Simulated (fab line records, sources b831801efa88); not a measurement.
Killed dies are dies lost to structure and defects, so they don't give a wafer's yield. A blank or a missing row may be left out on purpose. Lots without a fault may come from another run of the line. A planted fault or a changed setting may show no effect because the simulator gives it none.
fab line records | flow sky130
record lots=12 wafers=36 last_day=50
route steps=708 shown NWELL@81 VT_ADJUST_NCORE@130 VT_ADJUST_PCH@152 LDD_HVN@275 PAD_OPEN@708
lots that met no fault: from a run of the same line without faults
start_h: hours from the record's first day to the start of the lot's first wafer shown | wait_h: hours since the lot's step before | " the same as in the row above | L1.1+2: a row that stands for several wafers | - no value, or no start given | * or withheld: withheld | < > ~ a bound
route shown NAME@n: a module of which the file shows steps, and the number in the route of the first | usual: mean/standard deviation of fault-free wafers | same: alike in all rows | chamber/n: place in a boat | sites: the reading at each site | _std_site: their standard deviation | _edge_site: outer sites' mean less inner sites' | radius_mm: how far each site lies from the wafer's centre | mask NAME#n: copy n | behind: the tool/chamber that last shaped the wafer | hold: why the lot was held/for how many hours/how that ended | device: the transistor (n, p or np) that didn't switch | end of line: the same wafers' tests at the end of the route | a step without rows: its recipe alone | killed: dies lost to structure and defects at the first sort, not the wafer's yield | map: a wafer's dies, x killed, . not, _ none there
set.NAME: the setting as run; set.NAME@STEP: as run at that earlier step | model.NAME: the simulator's own value behind a step, which no gauge read
steps of the route over a sample of lots; a table a step, a row a wafer
services: from which hour (start_h, from the record's first day; less than 0 if before it) a tool's chamber was out of use, for how many hours, and why
## steps
# step SKY_NWELL_RTA_28
# recipe temp_c=1050 time_s=30 idle_temp_c=650 ramp_up_c_per_s=150 ramp_down_c_per_s=90 ambient=N2
# usual lamp_power_pct=25.31/0.048 ramp_down_c_per_s=90.000/0.018 wafer_temp_C_max=1054.9/0.95
# columns lot.wafer tool chamber start_h wait_h lamp_power_pct ramp_down_c_per_s wafer_temp_C_max
L450.4 rtp_anneal-01 0 106.40 0.1 25.28 89.999 1054.5
L450.5 " 0 " " 25.34 89.988 1056.7
L450.6 " 0 " " 25.32 89.988 1054.6
L452.1 rtp_anneal-01 0 117.06 0.0 25.27 90.019 1057.2
L452.4 " 0 " " 25.29 89.994 1055.9
L452.5 " 0 " " 25.26 90.004 1055.8
L451.2 rtp_anneal-02 0 118.52 0.0 25.24 90.014 1054.4
L451.5 " 0 " " 25.37 89.992 1055.6
L451.6 " 0 " " 25.29 90.011 1056.1
L453.1 rtp_anneal-02 0 121.17 0.0 25.29 89.984 1054.6
L453.3 " 0 " " 25.30 90.005 1054.0
L453.5 " 0 " " 25.38 89.987 1054.4
L454.2 rtp_anneal-01 0 126.99 0.0 25.28 90.021 1055.1
L454.4 " 0 " " 25.21 90.003 1054.5
L454.6 " 0 " " 25.28 89.999 1054.8
L456.1 rtp_anneal-02 0 151.20 0.0 25.31 89.992 1054.8
L456.5 " 0 " " 25.20 90.017 1054.9
L456.6 " 0 " " 25.34 90.016 1055.5
L459.3 rtp_anneal-01 0 163.15 0.0 25.34 89.996 1054.5
L459.4 " 0 " " 25.40 89.965 1056.4
L459.5 " 0 " " 25.27 90.002 1055.6
L461.2 rtp_anneal-01 0 172.23 0.0 25.36 89.980 1055.6
L461.3 " 0 " " 25.35 89.988 1053.3
L461.5 " 0 " " 25.33 90.009 1055.1
L466.2 rtp_anneal-02 0 199.32 0.0 25.17 90.007 1053.9
L466.4 " 0 " " 25.34 89.983 1054.7
L466.6 " 0 " " 25.32 90.008 1056.3
L471.4 rtp_anneal-01 0 229.06 0.1 25.29 90.016 1053.5
L471.5 " 0 " " 25.28 89.993 1053.5
L471.6 " 0 " " 25.34 89.965 1054.9
L472.1 rtp_anneal-01 0 238.45 0.0 25.28 90.007 1054.5
L472.4 " 0 " " 25.34 89.977 1054.9
L472.6 " 0 " " 25.16 89.999 1054.9
L473.1 rtp_anneal-02 0 244.17 0.0 25.28 89.990 1057.9
L473.2 " 0 " " 25.39 90.017 1056.7
L473.4 " 0 " " 25.28 89.994 1054.4
# step SKY_VT_ADJUST_NCORE_TW_MEAS_11
# usual VT_ADJUST_NCORE_TW=219.1/3
# columns lot.wafer tool chamber start_h wait_h VT_ADJUST_NCORE_TW
L450.4 film_metro-02 - 184.94 0.1 216.6
L450.5 " - " " 216.0
L450.6 " - " " 215.6
L452.1 film_metro-02 - 196.69 0.1 216.7
L452.4 " - " " 216.0
L452.5 " - " " 218.1
L451.2 film_metro-01 - 199.09 0.1 224.2
L451.5 " - " " 222.9
L451.6 " - " " 223.8
L453.1 film_metro-01 - 201.53 0.1 224.1
L453.3 " - " " 223.9
L453.5 " - " " 223.8
L454.2 film_metro-01 - 207.97 0.1 224.1
L454.4 " - " " 224.0
L454.6 " - " " 223.3
L456.1 film_metro-03 - 235.99 0.1 217.9
L456.5 " - " " 218.3
L456.6 " - " " 217.8
L459.3 film_metro-01 - 249.56 0.1 222.4
L459.4 " - " " 223.4
L459.5 " - " " 224.0
L461.2 film_metro-01 - 261.20 0.1 223.2
L461.3 " - " " 222.5
L461.5 " - " " 222.9
L466.2 film_metro-02 - 292.42 0.1 215.7
L466.4 " - " " 216.4
L466.6 " - " " 216.1
L471.4 film_metro-03 - 327.66 0.1 218.2
L471.5 " - " " 216.7
L471.6 " - " " 217.9
L472.1 film_metro-02 - 341.11 0.1 216.2
L472.4 " - " " 215.5
L472.6 " - " " 217.0
L473.1 film_metro-02 - 346.63 0.1 215.8
L473.2 " - " " 216.1
L473.4 " - " " 216.2
# step SKY_VT_ADJUST_PCH_STRIP_09
# recipe chemistry=O2/N2 power_w=1400 pressure_mtorr=1500 platen_temp_c=withheld o2_flow_sccm=3000 n2_flow_sccm=300 overash_fraction=0.5
# usual drypump_motor_current_A=5.5/0.32 oes_product_au=0.722/0.0043 strip_time_to_endpoint_s=36.90/0.091
# columns lot.wafer tool chamber start_h wait_h drypump_motor_current_A oes_product_au rf_hours_counter_h strip_time_to_endpoint_s
L450.4 plasma_asher-03 1 229.10 0.1 5.6 0.725 - 37.02
L450.5 " 0 " " 5.5 0.729 - 36.93
L450.6 " 1 " " 5.6 0.724 - 36.99
L452.1 plasma_asher-02 1 240.35 0.1 4.7 0.716 43 37.07
L452.4 " 1 " " 4.8 0.720 - 37.02
L452.5 " 1 " " 4.7 0.721 - 37.09
L451.2 plasma_asher-03 0 242.72 0.1 5.5 0.724 53 36.95
L451.5 " 1 " " 5.6 0.728 - 36.94
L451.6 " 0 " " 5.5 0.729 - 36.94
L453.1 plasma_asher-04 0 246.50 0.1 5.9 0.721 13 36.89
L453.3 " 1 " " 5.4 0.717 - 36.85
L453.5 " 1 " " 5.3 0.722 - 36.89
L454.2 plasma_asher-02 0 252.70 0.1 5.8 0.720 44 36.96
L454.4 " 0 " " 5.8 0.718 - 36.96
L454.6 " 0 " " 5.8 0.718 - 36.99
L456.1 plasma_asher-04 1 284.95 0.1 5.4 0.723 17 36.80
L456.5 " 1 " " 5.3 0.722 - 36.74
L456.6 " 0 " " 5.8 0.722 - 36.82
L459.3 plasma_asher-03 0 299.42 0.1 5.5 0.725 - 36.74
L459.4 " 1 " " 5.6 0.723 - 36.75
L459.5 " 1 " " 5.6 0.718 - 36.60
L461.2 plasma_asher-03 0 311.99 0.1 5.5 0.730 62 36.90
L461.3 " 1 " " 5.6 0.714 - 36.80
L461.5 " 1 " " 5.6 0.721 - 36.78
L466.2 plasma_asher-02 1 346.59 0.1 4.7 0.723 49 36.96
L466.4 " 1 " " 4.7 0.726 - 36.84
L466.6 " 1 " " 4.7 0.719 - 36.93
L471.4 plasma_asher-03 1 384.28 0.1 5.6 0.725 - 36.94
L471.5 " 0 " " 5.6 0.721 - 36.99
L471.6 " 1 " " 5.6 0.716 - 36.94
L472.1 plasma_asher-02 1 398.85 0.1 4.7 0.719 54 36.87
L472.4 " 0 " " 5.8 0.719 - 36.74
L472.6 " 0 " " 5.8 0.720 - 36.87
L473.1 plasma_asher-04 1 403.84 0.1 5.3 0.718 30 36.89
L473.2 " 0 " " 5.9 0.723 30 36.85
L473.4 " 0 " " 5.9 0.722 - 36.89
# step SKY_LDD_HVN_IMPLANT_08
# recipe species=P energy_kev=60 dose_cm2=3e+13 tilt_deg=40
# usual beam_energy_keV=60.002/0.016 beam_on_s=9.99/0.2
# same implant_ion_amu=31
# columns lot.wafer tool chamber start_h wait_h beam_energy_keV beam_on_s
L450.4 implanter-01 0 463.81 0.1 60.007 9.77
L450.5 " 0 " " 60.007 10.06
L450.6 " 0 " " 60.012 10.12
L452.1 implanter-01 0 477.62 0.0 60.001 9.95
L452.4 " 0 " " 60.018 10.15
L452.5 " 0 " " 59.985 10.28
L451.2 implanter-01 0 487.54 0.0 60.028 10.14
L451.5 " 0 " " 60.026 9.95
L451.6 " 0 " " 60.001 10.25
L453.1 implanter-01 0 490.72 0.0 60.010 9.85
L453.3 " 0 " " 59.995 10.32
L453.5 " 0 " " 59.986 10.33
L454.2 implanter-01 0 497.09 0.0 60.018 10.19
L454.4 " 0 " " 60.000 10.10
L454.6 " 0 " " 60.013 10.29
L456.1 implanter-01 0 539.30 0.0 61.927 9.94
L456.5 " 0 " " 61.966 10.08
L456.6 " 0 " " 61.954 9.97
L459.3 implanter-01 0 556.82 0.1 61.943 10.01
L459.4 " 0 " " 61.948 10.08
L459.5 " 0 " " 61.938 9.67
L461.2 implanter-04 0 564.94 0.0 59.978 10.34
L461.3 " 0 " " 59.982 10.05
L461.5 " 0 " " 60.000 10.17
L466.2 implanter-03 0 604.39 0.0 60.019 10.23
L466.4 " 0 " " 60.012 10.09
L466.6 " 0 " " 60.010 10.21
L471.4 implanter-04 0 641.24 0.1 59.988 9.68
L471.5 " 0 " " 59.992 9.94
L471.6 " 0 " " 59.999 10.16
L472.1 implanter-03 0 653.20 0.0 59.983 9.96
L472.4 " 0 " " 59.974 9.93
L472.6 " 0 " " 59.962 10.06
L473.1 implanter-01 0 656.52 0.0 59.997 10.27
L473.2 " 0 " " 60.011 9.69
L473.4 " 0 " " 60.021 9.92
# step SKY_PAD_OPEN_PROBE_99
# usual killed_at_M0_to_M3=44/7 killed_at_M4_up=3.0/1.7 killed_at_contacts=24/5.2 killed_at_front_end=15/4.8 killed_at_other=0.2/0.56 killed_dies=86/9.7 killed_open=47/7.1 killed_short=39/6.3
# same gross_dies=492 killed_at_back_side=0
# columns lot.wafer tool chamber start_h wait_h killed_at_M0_to_M3 killed_at_M4_up killed_at_contacts killed_at_front_end killed_at_other killed_dies killed_open killed_short
L456.1 prober-01 - 1130.08 0.1 34 1 31 7 1 74 49 25
L456.5 prober-01 - 1130.28 0.2 42 6 20 14 0 82 41 41
L456.6 prober-01 - 1130.33 0.2 37 3 30 9 0 79 48 31
# killed by level:class
L456.1 LI_CONTACT:geometric_particle:open=13 VIA1:geometric_particle:open=11 CONTACT:geometric_particle:open=8 VIA2:geometric_particle:open=7 CONTACT:geometric_particle:short=6 VIA3:geometric_particle:open=6 METAL2:geometric_particle:short=4 LOCAL_INTERCONNECT:geometric_particle:short=3
L456.5 METAL2:geometric_particle:short=10 VIA1:geometric_particle:open=9 CONTACT:geometric_particle:open=6 CONTACT:geometric_particle:short=6 VIA2:geometric_particle:open=6 METAL1:geometric_particle:short=5 FIELD_ISO:geometric_particle:open=4 METAL4:geometric_particle:short=4
L456.6 CONTACT:geometric_particle:open=11 LI_CONTACT:geometric_particle:open=8 VIA3:geometric_particle:open=8 VIA1:geometric_particle:open=7 LI_CONTACT:geometric_particle:short=5 VIA2:geometric_particle:open=5 VIA1:geometric_particle:short=4 VIA2:geometric_particle:short=4
## services
# columns tool chamber start_h hours kind
implanter-01 - 117.59 0.6 repair
implanter-01 - 135.44 1.6 repair
implanter-01 - 137.58 0.5 repair
plasma_asher-03 - 166.10 1.9 repair
plasma_asher-02 - 168.05 1.7 repair
plasma_asher-02 - 178.86 1.6 repair
plasma_asher-03 - 183.74 10.2 repair
rtp_anneal-01 - 187.90 3.3 pm
rtp_anneal-01 - 191.19 1.3 pm
implanter-01 - 202.65 21.9 pm
implanter-01 - 231.70 6.5 repair
implanter-01 - 244.25 2.8 repair
plasma_asher-02 - 274.20 42.0 repair
implanter-01 - 293.50 4.2 repair
plasma_asher-02 - 314.16 4.0 repair
implanter-01 - 390.06 3.7 repair
implanter-01 - 418.45 1.8 repair
plasma_asher-03 - 421.25 9.0 pm
plasma_asher-02 - 430.61 48.9 repair
plasma_asher-03 - 439.69 2.8 pm
implanter-01 - 522.85 5.2 pm
plasma_asher-03 - 540.34 4.3 pm
plasma_asher-03 - 618.50 5.6 repair
plasma_asher-03 - 638.39 21.8 repair
## key
first_sign step=SKY_LDD_HVN_IMPLANT_08 reading=beam_energy_keV direction=up sigmas=99+ usual=* struck=*
effect none on later readings
met_at SKY_LDD_HVN_IMPLANT_08
struck_lots L456,L459
tester_left_out L456,L459
not_acting_at SKY_NWELL_RTA_28,SKY_VT_ADJUST_NCORE_TW_MEAS_11,SKY_VT_ADJUST_PCH_STRIP_09
onset_between 497.09 539.30
fault kind=process_parameter_drift tool=implanter-01 chamber=- onset_h=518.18 steps=SKY_LDD_HVN_IMPLANT_08 channel=energy_kev offset=* shape=step end_h=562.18 acts_in=* stated=*
# tester_left_out: of these lots the tester's yield and bins aren't shown, on N5 and GAA mostly nor the transistor test; their killed dies are dies lost to structure and defects alone, not to doping, threshold or leakage, so they don't give the yield
